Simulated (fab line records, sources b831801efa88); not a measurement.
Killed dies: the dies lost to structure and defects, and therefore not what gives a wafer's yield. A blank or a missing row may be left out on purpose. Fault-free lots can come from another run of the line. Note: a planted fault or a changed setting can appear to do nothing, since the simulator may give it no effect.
fab line records	flow gf180mcu
record: lots: 10	wafers: 30	last-day: 34
route steps=602 shown M2@368 M3@411
lots untouched by any fault: they come from a run of this same line in which no faults occurred
start-h: hours from the record's opening day to when the first of the lot's shown wafers began	wait-h: hours since the lot's step before	" unchanged from the row above	L1.1+2: a row that stands for several wafers	- either no value or no given start	* or withheld: withheld	< > ~ a bound
route shown NAME@n: names a module that has steps shown in the file, with the first one's number in the route	usual: average and standard deviation across the fault-free wafers	same: alike in all rows	chamber/n: place in a boat	sites: the reading at each site	_std_site: the values' standard deviation	_edge_site: outer sites' mean less inner sites'	radius-mm: for every site, how far away it sits from the centre of the wafer	mask NAME#n: copy n	behind: the most recent tool/chamber to have shaped the wafer	hold: why the lot went on hold/how many hours it stayed there/how the hold came to an end	device: transistor that didn't switch, given as n, p or np	end of line: at the end of the route, the tests of the same wafers	step lacking rows: just its recipe	killed: count of dies lost to structure and defects at first sort (not the wafer's yield)	map: a wafer's dies, x killed, . not, _ none there
set.NAME: setting as actually run; set.NAME@STEP: the setting as run at that earlier step	model.NAME: the simulator's own value behind a step, which no gauge read
a sample of lots followed through the steps of the route, with each step as a table and each wafer as a row
services: from which hour (start-h, from the record's first day; less than 0 if before it) a tool's chamber was out of use, for how many hours, and why
== steps ==
step: GF_M2_THK_MEAS_06
recipe: thk-meas-gauge: xrf	reads: AlCu_of_M2_SPUTTER_02
usual: M2_ALCU_THK: 446/4.7
lot.wafer	tool	chamber	start-h	wait-h	M2_ALCU_THK[nm]
L258.1	film-metro-01	-	397.05	0.1	445
L258.2	"	-	"	"	445
L258.3	"	-	"	"	446
L259.2	film-metro-03	-	418.85	0.1	446
L259.4	"	-	"	"	442
L259.5	"	-	"	"	449
L261.2	film-metro-01	-	426.40	0.1	446
L261.3	"	-	"	"	446
L261.6	"	-	"	"	455
L265.3	film-metro-02	-	510.59	0.1	445
L265.4	"	-	"	"	450
L265.5	"	-	"	"	444
L267.2	film-metro-01	-	511.58	0.1	445
L267.3	"	-	"	"	441
L267.4	"	-	"	"	446
L270.1	film-metro-03	-	530.94	0.1	446
L270.2	"	-	"	"	445
L270.5	"	-	"	"	449
L271.1	film-metro-03	-	551.13	0.1	445
L271.4	"	-	"	"	444
L271.6	"	-	"	"	444
L272.2	film-metro-02	-	553.94	0.1	450
L272.3	"	-	"	"	447
L272.4	"	-	"	"	450
L278.2	film-metro-03	-	604.58	0.1	440
L278.3	"	-	"	"	438
L278.4	"	-	"	"	444
L280.2	film-metro-02	-	615.53	0.1	443
L280.4	"	-	"	"	442
L280.6	"	-	"	"	449
step: GF_M3_SPUTTER_02
recipe: material: AlCu	target-thk-nm: 450	power-w: 10600	time-s: 23.9	chamber-pressure-pa: 0.4
usual: cathode-dc-power-W: 10600/1.8	throttle-valve-pct: 29.9/0.64
lot.wafer	tool	chamber	start-h	wait-h	cathode-dc-power-W	throttle-valve-pct
L258.1	pvd-sputter-02	-	448.50	0.0	10600	30.6
L258.2	"	-	"	"	10602	29.4
L258.3	"	-	"	"	10600	29.5
L259.2	pvd-sputter-01	-	470.59	0.0	10599	28.5
L259.4	"	-	"	"	10599	29.3
L259.5	"	-	"	"	10601	29.3
L261.2	pvd-sputter-02	-	478.76	0.0	10602	29.8
L261.3	"	-	"	"	10597	30.7
L261.6	"	-	"	"	10600	29.8
L265.3	pvd-sputter-02	-	557.91	0.0	10601	29.7
L265.4	"	-	"	"	10600	30.2
L265.5	"	-	"	"	10602	29.8
L267.2	pvd-sputter-02	-	559.81	0.0	10602	29.5
L267.3	"	-	"	"	10604	29.6
L267.4	"	-	"	"	10601	29.1
L270.1	pvd-sputter-02	-	577.60	0.0	10598	30.6
L270.2	"	-	"	"	10600	29.6
L270.5	"	-	"	"	10603	29.5
L271.1	pvd-sputter-02	-	597.52	0.0	10597	29.8
L271.4	"	-	"	"	10603	29.6
L271.6	"	-	"	"	10602	29.5
L272.2	pvd-sputter-04	-	599.09	0.0	10603	29.6
L272.3	"	-	"	"	10601	30.3
L272.4	"	-	"	"	10602	30.6
L278.2	pvd-sputter-01	-	647.43	0.0	10597	29.9
L278.3	"	-	"	"	10601	29.7
L278.4	"	-	"	"	10599	29.5
L280.2	pvd-sputter-01	-	658.10	0.0	10598	29.9
L280.4	"	-	"	"	10601	28.5
L280.6	"	-	"	"	10599	28.6
step: GF_M3_SPUTTER_03
recipe: material: Ti	target-thk-nm: 10	substrate-temp-c: 300	chamber-pressure-pa: 0.3	power-w: 3000	time-s: 6.7
usual: cathode-dc-power-W: 2999.9/0.54	throttle-valve-pct: 29.9/0.63
lot.wafer	tool	chamber	start-h	wait-h	cathode-dc-power-W	throttle-valve-pct
L258.1	pvd-sputter-02	-	448.53	0.0	2998.8	30.4
L258.2	"	-	"	"	3000.8	29.3
L258.3	"	-	"	"	2999.9	29.4
L259.2	pvd-sputter-01	-	470.62	0.0	2999.8	28.5
L259.4	"	-	"	"	2999.4	29.5
L259.5	"	-	"	"	3000.0	29.1
L261.2	pvd-sputter-02	-	478.79	0.0	2999.4	29.6
L261.3	"	-	"	"	3000.4	30.3
L261.6	"	-	"	"	2999.9	29.6
L265.3	pvd-sputter-02	-	557.94	0.0	3000.5	29.7
L265.4	"	-	"	"	2999.6	30.4
L265.5	"	-	"	"	3000.1	29.6
L267.2	pvd-sputter-02	-	559.84	0.0	2998.9	29.6
L267.3	"	-	"	"	3000.6	29.5
L267.4	"	-	"	"	2999.7	29.5
L270.1	pvd-sputter-02	-	577.63	0.0	2999.9	30.6
L270.2	"	-	"	"	2999.6	29.5
L270.5	"	-	"	"	2999.6	29.6
L271.1	pvd-sputter-02	-	597.55	0.0	2999.8	29.4
L271.4	"	-	"	"	2998.9	29.6
L271.6	"	-	"	"	2999.3	29.6
L272.2	pvd-sputter-04	-	599.12	0.0	2999.8	29.5
L272.3	"	-	"	"	3000.0	30.6
L272.4	"	-	"	"	2999.6	30.9
L278.2	pvd-sputter-01	-	647.46	0.0	2999.5	30.0
L278.3	"	-	"	"	3000.3	29.9
L278.4	"	-	"	"	2999.5	29.4
L280.2	pvd-sputter-01	-	658.13	0.0	3000.4	29.9
L280.4	"	-	"	"	3000.2	28.8
L280.6	"	-	"	"	2999.2	28.4
step: GF_M3_RS_MEAS_05
recipe: thk-meas-gauge: four-point-probe	reads: TiN_of_M3_SPUTTER_04+Ti_of_M3_SPUTTER_03+AlCu_of_M3_SPUTTER_02+TiN_of_M3_SPUTTER_01+Ti_of_M3_SPUTTER_00
usual: M3_ALCU_RS: 0.0697/0.00091
lot.wafer	tool	chamber	start-h	wait-h	M3_ALCU_RS[ohm/sq]
L258.1	film-metro-02	-	448.59	0.0	0.0691
L258.2	"	-	"	"	0.0685
L258.3	"	-	"	"	0.0698
L259.2	film-metro-01	-	470.70	0.0	0.0689
L259.4	"	-	"	"	0.0697
L259.5	"	-	"	"	0.0692
L261.2	film-metro-01	-	478.87	0.0	0.0694
L261.3	"	-	"	"	0.0693
L261.6	"	-	"	"	0.0699
L265.3	film-metro-01	-	558.04	0.1	0.0715
L265.4	"	-	"	"	0.0706
L265.5	"	-	"	"	0.0706
L267.2	film-metro-04	-	559.92	0.0	0.0703
L267.3	"	-	"	"	0.0701
L267.4	"	-	"	"	0.0683
L270.1	film-metro-01	-	577.69	0.0	0.0712
L270.2	"	-	"	"	0.0702
L270.5	"	-	"	"	0.0859
L271.1	film-metro-04	-	597.61	0.0	0.0696
L271.4	"	-	"	"	0.0690
L271.6	"	-	"	"	0.0827
L272.2	film-metro-01	-	599.20	0.0	0.0693
L272.3	"	-	"	"	0.0696
L272.4	"	-	"	"	0.0699
L278.2	film-metro-01	-	647.54	0.0	0.0706
L278.3	"	-	"	"	0.0700
L278.4	"	-	"	"	0.0698
L280.2	film-metro-01	-	658.21	0.0	0.0698
L280.4	"	-	"	"	0.0707
L280.6	"	-	"	"	0.0703
step: GF_M3_THK_MEAS_06
recipe: thk-meas-gauge: xrf	reads: AlCu_of_M3_SPUTTER_02
usual: M3_ALCU_THK: 444/5.8
lot.wafer	tool	chamber	start-h	wait-h	M3_ALCU_THK[nm]
L258.1	film-metro-02	-	448.71	0.1	446
L258.2	"	-	"	"	449
L258.3	"	-	"	"	442
L259.2	film-metro-01	-	470.81	0.1	452
L259.4	"	-	"	"	446
L259.5	"	-	"	"	449
L261.2	film-metro-01	-	478.98	0.1	447
L261.3	"	-	"	"	451
L261.6	"	-	"	"	444
L265.3	film-metro-01	-	558.14	0.1	436
L265.4	"	-	"	"	441
L265.5	"	-	"	"	442
L267.2	film-metro-04	-	560.03	0.1	437
L267.3	"	-	"	"	438
L267.4	"	-	"	"	451
L270.1	film-metro-01	-	577.81	0.1	438
L270.2	"	-	"	"	445
L270.5	"	-	"	"	362
L271.1	film-metro-04	-	597.73	0.1	446
L271.4	"	-	"	"	448
L271.6	"	-	"	"	374
L272.2	film-metro-01	-	599.31	0.1	448
L272.3	"	-	"	"	449
L272.4	"	-	"	"	445
L278.2	film-metro-01	-	647.65	0.1	440
L278.3	"	-	"	"	444
L278.4	"	-	"	"	445
L280.2	film-metro-01	-	658.32	0.1	446
L280.4	"	-	"	"	444
L280.6	"	-	"	"	445
step: GF_M3_CD_MEAS_14
recipe: target-cd-nm: 280
usual: cd-nm: 280.2/1.2
lot.wafer	tool	chamber	start-h	wait-h	cd-nm
L258.1	cd-sem-01	-	473.77	0.1	280.2
L258.2	"	-	"	"	279.4
L258.3	"	-	"	"	280.1
L259.2	cd-sem-02	-	494.79	0.1	283.4
L259.4	"	-	"	"	283.1
L259.5	"	-	"	"	283.3
L261.2	cd-sem-02	-	502.75	0.1	279.9
L261.3	"	-	"	"	280.8
L261.6	"	-	"	"	279.2
L265.3	cd-sem-01	-	578.89	0.1	280.4
L265.4	"	-	"	"	280.2
L265.5	"	-	"	"	280.3
L267.2	cd-sem-02	-	581.14	0.1	281.9
L267.3	"	-	"	"	281.9
L267.4	"	-	"	"	281.0
L270.1	cd-sem-02	-	598.80	0.2	278.6
L270.2	"	-	"	"	280.2
L270.5	"	-	"	"	279.1
L271.1	cd-sem-02	-	617.03	0.1	279.1
L271.4	"	-	"	"	279.6
L271.6	"	-	"	"	279.1
L272.2	cd-sem-01	-	619.35	0.1	279.8
L272.3	"	-	"	"	279.6
L272.4	"	-	"	"	279.3
L278.2	cd-sem-02	-	666.07	0.1	280.6
L278.3	"	-	"	"	280.9
L278.4	"	-	"	"	281.8
L280.2	cd-sem-01	-	676.87	0.1	279.8
L280.4	"	-	"	"	280.1
L280.6	"	-	"	"	279.9
step: GF_M3_METAL_ETCH_16
recipe: chemistry: Cl2/BCl3	mask-material: KrF	target-depth-nm: 627.5	stop-on: SiO2	pressure-mtorr: 8	icp-w: 800	bias-w: 140	Cl2_flow_sccm: 80	bcl3-flow-sccm: 40	time-s: 104.6
usual: drypump-motor-current-A: 6.0/0.48	he-backside-leak-sccm: 3.33/0.3	oes-product-au: 0.971/0.0067	throttle-valve-pct: 28.251/0.01
lot.wafer	tool	chamber	start-h	wait-h	drypump-motor-current-A	he-backside-leak-sccm	oes-product-au	rf-hours-counter-h	throttle-valve-pct
L258.1	rie-metal-03	0	473.93	0.0	5.6	3.22	0.972	9	28.254
L258.2	"	1	"	"	6.1	3.51	0.972	9	28.244
L258.3	"	0	"	"	5.6	3.22	0.972	-	28.245
L259.2	rie-metal-02	0	494.93	0.0	6.4	3.25	0.984	13	28.237
L259.4	"	1	"	"	6.4	3.30	0.967	-	28.269
L259.5	"	0	"	"	6.4	3.12	0.968	-	28.259
L261.2	rie-metal-02	1	502.89	0.0	6.4	3.02	0.980	10	28.250
L261.3	"	1	"	"	6.4	2.97	0.978	-	28.259
L261.6	"	1	"	"	6.4	3.14	0.975	-	28.258
L265.3	rie-metal-02	0	579.04	0.1	6.4	3.36	0.959	-	28.245
L265.4	"	1	"	"	6.4	3.25	0.961	-	28.260
L265.5	"	0	"	"	6.4	3.28	0.967	-	28.259
L267.2	rie-metal-03	0	581.31	0.1	5.6	3.10	0.972	-	28.262
L267.3	"	0	"	"	5.6	3.05	0.969	-	28.254
L267.4	"	0	"	"	5.6	2.94	0.982	-	28.235
L270.1	rie-metal-02	0	598.96	0.0	6.4	3.43	0.966	2	28.255
L270.2	"	1	"	"	6.4	3.21	0.965	1	28.262
L270.5	"	1	"	"	6.4	3.24	0.892	-	28.351
L271.1	rie-metal-02	1	617.19	0.0	6.4	3.38	0.965	2	28.246
L271.4	"	1	"	"	6.4	3.45	0.971	-	28.261
L271.6	"	0	"	"	6.4	3.33	0.904	-	28.343
L272.2	rie-metal-03	0	619.53	0.1	5.6	3.05	0.965	-	28.237
L272.3	"	0	"	"	5.6	3.25	0.972	-	28.259
L272.4	"	0	"	"	5.6	3.20	0.966	-	28.265
L278.2	rie-metal-03	1	666.20	0.0	6.1	3.25	0.970	1	28.270
L278.3	"	1	"	"	6.1	3.28	0.965	-	28.246
L278.4	"	0	"	"	5.6	3.40	0.964	-	28.238
L280.2	rie-metal-02	1	677.00	0.0	6.4	3.17	0.972	4	28.257
L280.4	"	0	"	"	6.4	3.38	0.967	-	28.256
L280.6	"	1	"	"	6.4	3.05	0.967	-	28.238
== services ==
tool	chamber	start-h	hours	kind
rie-metal-03	-	427.69	1.4	pm
rie-metal-02	1	481.51	9.9	repair
pvd-sputter-02	-	489.47	8.8	repair
rie-metal-02	0	503.47	-	clean
rie-metal-02	0	503.47	32.8	scheduled-down
rie-metal-02	0	503.47	32.8	vent-cycle
rie-metal-03	1	522.29	12.3	repair
rie-metal-02	1	537.11	-	clean
rie-metal-02	1	537.11	14.2	scheduled-down
rie-metal-02	1	537.11	14.2	vent-cycle
pvd-sputter-01	2	549.73	-	consumable-replace:kit
pvd-sputter-01	2	549.73	18.0	scheduled-down
pvd-sputter-01	2	549.73	18.0	vent-cycle
pvd-sputter-01	-	553.23	11.6	repair
rie-metal-03	1	578.35	6.9	repair
pvd-sputter-02	-	592.84	4.5	repair
pvd-sputter-02	3	604.75	-	consumable-replace:kit
pvd-sputter-02	3	604.75	18.0	scheduled-down
pvd-sputter-02	3	604.75	18.0	vent-cycle
rie-metal-03	1	609.99	-	clean
rie-metal-03	1	609.99	20.9	scheduled-down
rie-metal-03	1	609.99	20.9	vent-cycle
pvd-sputter-02	-	644.05	0.9	repair
rie-metal-02	-	658.80	2.8	pm
== key ==
first-sign: step: GF_M3_RS_MEAS_05	reading: M3_ALCU_RS	direction: up	sigmas: 16	usual: 0.0697	struck: 0.0843
effect: step: GF_M3_THK_MEAS_06	reading: M3_ALCU_THK	direction: down	sigmas: 13	usual: 444	struck: 368
effect: step: GF_M3_METAL_ETCH_16	reading: oes-product-au	direction: down	sigmas: 11	usual: 0.971	struck: 0.898
met-at GF_M3_SPUTTER_02
struck-lots L270,L271
struck-wafers L270.5,L271.6
not-acting-at GF_M2_THK_MEAS_06,GF_M3_SPUTTER_03,GF_M3_CD_MEAS_14
onset-between 559.81 577.60
fault: kind: process-parameter-drift	tool: pvd-sputter-02	chamber: -	onset-h: 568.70	steps: GF_M3_SPUTTER_02	channel: target-thk-nm	offset: -71.112	shape: step	end-h: 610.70	scope: struck-wafers-only	acts-in: these-recipes-only	stated: 450
